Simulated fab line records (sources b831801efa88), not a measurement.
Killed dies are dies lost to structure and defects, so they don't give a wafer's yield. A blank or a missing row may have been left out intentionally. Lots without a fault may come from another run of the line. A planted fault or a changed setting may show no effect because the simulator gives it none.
The tool behind it: which one?	flow gf180mcu	12 lots, 35 wafers sampled, at 3 steps of a route of 602

## WHAT THE GAUGES SHOWED, per wafer
GF_V1_CD_MEAS_14: target cd 260 nm.
lot	measured	on	cd_nm (nm)
L549	day 17 22:43	cd_sem-01	259.5 260.2 260.3
L553	day 19 17:31	cd_sem-02	259.6 261.1 260.2
L554	day 20 16:03	cd_sem-02	260.1 261.1 261.0
L557	day 21 03:07	cd_sem-02	260.6 261.1 264.0
L556	day 21 05:36	cd_sem-02	261.0 258.9 260.4
L558	day 21 09:25	cd_sem-02	260.6 264.4
L559	day 22 02:16	cd_sem-02	260.7 260.9 261.1
L565	day 23 16:09	cd_sem-02	261.9 260.9 259.8
L567	day 24 12:33	cd_sem-01	261.8 261.8 261.9
L568	day 24 20:52	cd_sem-02	261.4 262.2 260.7
L569	day 25 03:04	cd_sem-02	261.5 260.8 262.1
L570	day 25 12:57	cd_sem-01	261.5 262.1 262.2

## WHICH TOOL RAN EACH LOT (tool, then ch and the chambers of the sampled wafers, then the start)
lot	GF_M1_STRIP_17	GF_V1_PEB_12
L549	plasma_asher-03 ch 0,1, day 16 22:17	litho_track-02 ch 0, day 17 22:22
L553	plasma_asher-01 ch 0,1, day 18 15:47	litho_track-03 ch 0, day 19 17:11
L554	plasma_asher-03 ch 0,1, day 19 14:31	litho_track-03 ch 0, day 20 15:42
L557	plasma_asher-02 ch 0,1, day 20 02:25	litho_track-03 ch 0, day 21 02:48
L556	plasma_asher-01 ch 0,1, day 20 04:55	litho_track-04 ch 0, day 21 05:15
L558	plasma_asher-01 ch 1, day 20 07:45	litho_track-03 ch 0, day 21 09:06
L559	plasma_asher-01 ch 0,1, day 21 01:37	litho_track-04 ch 0, day 22 01:56
L565	plasma_asher-01 ch 0,1, day 22 16:04	litho_track-04 ch 0, day 23 15:48
L567	plasma_asher-03 ch 0,1, day 23 13:22	litho_track-02 ch 0, day 24 12:13
L568	plasma_asher-01 ch 0,1, day 23 21:37	litho_track-03 ch 0, day 24 20:32
L569	plasma_asher-03 ch 0,1, day 24 03:55	litho_track-04 ch 0, day 25 02:44
L570	plasma_asher-03 ch 0,1, day 24 13:55	litho_track-04 ch 0, day 25 12:36
- GF_M1_STRIP_17: strips in O2/N2.
- GF_V1_PEB_12: peb time 90 s.

## WHAT THE TOOLS THEMSELVES READ (means of the sampled wafers that have a number; where no wafer has one, the mark that the record gives instead)
GF_M1_STRIP_17.
lot	tool	drypump_motor_current_A (A)	heater_power_w (W)	oes_product_au (a.u.)	strip_time_to_endpoint_s (s)
L549	plasma_asher-03	5.7	367	0.539	7.33
L553	plasma_asher-01	5.4	344	0.540	7.43
L554	plasma_asher-03	5.6	361	0.541	7.39
L557	plasma_asher-02	5.4	305	0.537	7.32
L556	plasma_asher-01	5.4	343	0.540	7.38
L558	plasma_asher-01	5.6	396	0.537	7.33
L559	plasma_asher-01	5.5	369	0.541	7.43
L565	plasma_asher-01	5.4	345	0.537	7.34
L567	plasma_asher-03	5.7	360	0.543	7.38
L568	plasma_asher-01	5.4	346	0.535	7.38
L569	plasma_asher-03	5.7	365	0.540	7.35
L570	plasma_asher-03	5.5	362	0.535	7.37

## THE ANSWER, worked out from the rows above alone
Rule: what is usual is taken from the lots themselves. Put in order of their means at a reading, lots are off if they are a third of the lots or fewer, leave a main group of 4 or more, and stand apart from it by a gap of 3 or more times the standard deviation of the main group's means; of several such gaps the widest counts. A main group whose means are all the same, to the digits that the tables above print for the reading, isn't used. A lot without any number at a reading at which 4 lots or more have one is off too. All remaining lots with rows at the step are treated as sound. First the gauges in route order, then the tools' own readings, where a lot's mean is used as printed above. At the first step where some lot is off, the reading lying furthest off is the one used; lots without a number count as furthest.
Nothing can be told from this: no lot is off at any reading shown.

## WHAT WAS PUT IN BY THE SIMULATOR
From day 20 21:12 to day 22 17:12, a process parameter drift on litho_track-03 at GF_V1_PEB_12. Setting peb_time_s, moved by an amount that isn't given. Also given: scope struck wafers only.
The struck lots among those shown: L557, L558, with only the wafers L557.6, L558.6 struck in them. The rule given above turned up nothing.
